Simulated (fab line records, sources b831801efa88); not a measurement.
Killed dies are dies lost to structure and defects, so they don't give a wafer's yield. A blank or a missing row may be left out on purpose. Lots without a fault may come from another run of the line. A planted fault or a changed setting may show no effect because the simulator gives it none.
Which tool did it? | flow gf180mcu | 14 lots, 42 wafers sampled, at 5 steps of a route of 602

WHAT THE GAUGES READ, wafer by wafer
GF_STI_THK_MEAS_02.
lot  | measured    | on            | STI_OXIDATION_THK (nm)
L694 | day 1 21:31 | film_metro-03 | 9.79 9.95 9.82
L695 | day 2 02:33 | film_metro-02 | 9.97 10.10 10.14
L696 | day 2 08:25 | film_metro-01 | 9.83 9.85 9.82
L698 | day 2 18:01 | film_metro-01 | 9.79 9.74 9.92
L700 | day 3 03:32 | film_metro-02 | 9.91 9.92 10.06
L701 | day 3 08:47 | film_metro-02 | 10.29 10.27 9.94
L702 | day 3 13:38 | film_metro-01 | 9.93 10.13 10.04
L703 | day 3 18:32 | film_metro-02 | 9.63 9.72 9.89
L704 | day 3 23:31 | film_metro-02 | 9.93 9.63 9.66
L705 | day 4 05:19 | film_metro-03 | 9.43 9.53 9.53
L708 | day 4 19:31 | film_metro-02 | 10.14 10.27 10.15
L713 | day 5 20:49 | film_metro-03 | 10.10 9.80 10.05
L714 | day 6 01:50 | film_metro-02 | 9.91 9.69 9.85
L715 | day 6 06:31 | film_metro-03 | 9.80 9.71 9.87

GF_STI_CD_MEAS_12: target cd 220 nm.
lot  | measured    | on        | cd_nm (nm)
L694 | day 2 11:41 | cd_sem-01 | 221.2 220.0 220.6
L695 | day 2 15:44 | cd_sem-01 | 222.6 222.1 221.5
L696 | day 2 21:40 | cd_sem-02 | 217.8 218.0 217.2
L698 | day 3 08:17 | cd_sem-02 | 219.5 220.2 220.1
L700 | day 3 17:39 | cd_sem-02 | 220.8 220.1 221.3
L701 | day 3 23:31 | cd_sem-01 | 221.1 220.7 219.0
L702 | day 4 04:37 | cd_sem-01 | 220.1 220.7 222.1
L703 | day 4 09:38 | cd_sem-02 | 218.6 217.7 217.2
L704 | day 4 14:55 | cd_sem-01 | 219.6 220.2 220.4
L705 | day 4 21:07 | cd_sem-01 | 220.6 221.0 221.4
L708 | day 5 11:14 | cd_sem-02 | 219.2 219.4 219.3
L713 | day 6 13:07 | cd_sem-02 | 217.8 219.2 218.7
L714 | day 6 18:42 | cd_sem-02 | 217.4 219.1 217.7
L715 | day 6 23:46 | cd_sem-02 | 218.9 218.5 218.5

GF_LVPWELL_TW_MEAS_11.
lot  | measured    | on            | LVPWELL_TW
L694 | day 4 07:21 | film_metro-03 | 556 557 558
L695 | day 4 13:00 | film_metro-01 | 568 572 572
L696 | day 4 17:20 | film_metro-03 | 556 557 554
L698 | day 5 05:26 | film_metro-03 | 552 552 553
L700 | day 5 16:55 | film_metro-01 | 571 569 569
L701 | day 6 00:00 | film_metro-01 | 565 567 567
L702 | day 6 03:54 | film_metro-03 | 559 556 559
L703 | day 6 08:58 | film_metro-03 | 561 562 561
L704 | day 6 15:51 | film_metro-01 | 567 568 570
L705 | day 6 22:37 | film_metro-04 | 562 562 564
L708 | day 7 14:06 | film_metro-01 | 572 572 571
L713 | day 8 19:26 | film_metro-04 | 561 564 568
L714 | day 9 00:55 | film_metro-01 | 570 572 573
L715 | day 9 09:50 | film_metro-01 | 572 576 573

GF_HV_LDD_TW_MEAS_23.
lot  | measured     | on            | HV_LDD_2_TW
L694 | day 11 09:22 | film_metro-01 | 1073 1076 1069
L695 | day 11 15:38 | film_metro-01 | 1078 1077 1079
L696 | day 11 21:46 | film_metro-01 | 1074 1080 1075
L698 | day 12 13:55 | film_metro-03 | 1049 1043 1044
L700 | day 13 08:02 | film_metro-01 | 1073 1076 1070
L701 | day 13 15:19 | film_metro-03 | 1053 1053 1047
L702 | day 13 22:52 | film_metro-01 | 1078 1075 1077
L703 | day 14 01:28 | film_metro-03 | 1051 1050 1047
L704 | day 14 09:27 | film_metro-03 | 30 30 1045
L705 | day 14 22:22 | film_metro-04 | 30 1072 1066
L708 | day 15 20:34 | film_metro-03 | 1063 1059 1059
L713 | day 17 10:32 | film_metro-04 | 1063 1058 1055
L714 | day 17 17:22 | film_metro-04 | 1059 1055 1056
L715 | day 18 06:46 | film_metro-04 | 1058 1063 1060

WHICH TOOL RAN EACH LOT (tool, then ch and the chambers of the sampled wafers, then the start)
lot  | GF_HV_LDD_DEVELOP_18
L694 | litho_track-04 ch 0, day 11 08:49
L695 | litho_track-03 ch 0, day 11 15:02
L696 | litho_track-03 ch 0, day 11 21:12
L698 | litho_track-02 ch 0, day 12 13:22
L700 | litho_track-03 ch 0, day 13 07:27
L701 | litho_track-04 ch 0, day 13 14:44
L702 | litho_track-03 ch 0, day 13 22:18
L703 | litho_track-04 ch 0, day 14 00:56
L704 | litho_track-04 ch 0, day 14 08:53
L705 | litho_track-04 ch 0, day 14 21:50
L708 | litho_track-03 ch 0, day 15 20:02
L713 | litho_track-04 ch 0, day 17 09:59
L714 | litho_track-04 ch 0, day 17 16:50
L715 | litho_track-02 ch 0, day 18 06:13
- GF_HV_LDD_DEVELOP_18: develop time 60 s.

WHAT THE TOOLS THEMSELVES READ (means of the sampled wafers that have a number; where no wafer has one, the mark that the record gives instead)
The record holds no such reading with a usual standard deviation.

THE ANSWER, worked out from the rows above alone
Rule: what is usual is taken from the lots themselves. Put in order of their means at a reading, lots are off if they are a third of the lots or fewer, leave a main group of 4 or more, and stand apart from it by a gap of 3 or more times the standard deviation of the main group's means; of several such gaps the widest counts. A main group whose means are all the same, to the digits that the tables above print for the reading, isn't used. A lot without any number at a reading at which 4 lots or more have one is off too. The other lots that the step has rows for count as sound. The gauges are gone through in route order, then the tools' own readings, and for those a lot's mean is taken as printed above. The first step at which some lot is off is used, and at that step the reading that is off furthest; a lot without a number counts as furthest.
Off: L704, L705, at GF_HV_LDD_TW_MEAS_23 (HV_LDD_2_TW). The main group: mean 1063, standard deviation 11.
A tool fits if, at a process step before that reading, it ran every lot that is off, and no sound lot after the first of them. The gauges at GF_HV_LDD_TW_MEAS_23 are tried like those tools. None of those tried fits.

WHAT THE SIMULATOR HAD PUT IN
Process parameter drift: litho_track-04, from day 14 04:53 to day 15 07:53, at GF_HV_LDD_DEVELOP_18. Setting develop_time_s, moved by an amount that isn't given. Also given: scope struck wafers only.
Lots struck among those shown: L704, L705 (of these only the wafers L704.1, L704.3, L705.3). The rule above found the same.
